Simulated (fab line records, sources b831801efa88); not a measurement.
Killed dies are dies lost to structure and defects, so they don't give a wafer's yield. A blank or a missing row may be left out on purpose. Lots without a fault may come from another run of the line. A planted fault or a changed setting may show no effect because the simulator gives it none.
One fault seen from 2 desks | flow sky130 | each desk has only its own numbers; what lay behind them comes last

THE METROLOGY DESK
What the gauges read, lot by lot, whatever tool the lot ran on: means of the sampled wafers that have a number. A lot is out of limits, marked OUT, if its mean lies more than 4 standard deviations from the usual mean; the brackets give that distance.
Columns: A = VIA1_BOW at SKY_VIA1_BOW_MEAS_03, usual 81 um; B = cd_nm at SKY_VIA1_CD_MEAS_12, usual 150.5 nm; C = VIA1_OVL at SKY_VIA1_OVL_MEAS_13, usual -1 nm
lot  | first seen here | A  | B     | C
L331 | day 34 09:27    | 79 | 151.1 | -1
L332 | day 34 20:25    | 82 | 149.2 | -5
L339 | day 37 00:53    | 81 | 151.3 | 4
L343 | day 38 09:47    | 81 | 150.8 | 2
L349 | day 40 04:31    | 74 | 150.0 | 6
This desk's finding: nothing out of limits on any of the 5 lots.

THE TOOL OWNER'S DESK: rie_diel-03
The tool's own readings at SKY_VIA1_ETCH_15 (etches SiO2 in C4F8/O2/Ar, stops on TiN, target depth 351 nm, time 54 s): means of the sampled wafers that have a number, for each lot that ran on this tool. A lot is out of limits, marked OUT, if its mean lies more than 4 standard deviations from the usual mean; the brackets give that distance.
Columns: A = bias_w at SKY_VIA1_ETCH_15, usual 1200 W; B = oes_product_au at SKY_VIA1_ETCH_15, usual 0.982 a.u.
lot  | first seen here | A               | B
L332 | day 35 22:46    | 1199            | 0.983
L339 | day 38 03:22    | 1183 (-4.4) OUT | 0.981
This desk's finding: out of limits on L339; first on L339, day 38 03:22 (bias_w at SKY_VIA1_ETCH_15). In limits: L332.

PUT TOGETHER
The tool owner's desk could have raised an alarm at day 38 03:22, on L339.
The metrology desk saw nothing out of limits.
The metrology desk has L339 on record, within its limits.
Of the lots named, all ran SKY_VIA1_ETCH_15 on rie_diel-03.

WHAT THE SIMULATOR HAD PUT IN
Process parameter drift: rie_diel-03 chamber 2, from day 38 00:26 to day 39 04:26, at SKY_VIA1_ETCH_15. Setting bias_w, moved by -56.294, from 1200. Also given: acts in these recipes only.
Lots struck among those shown: L339.
Hours from the fault's start to each desk's first reading out of limits: the tool owner's desk, 3.
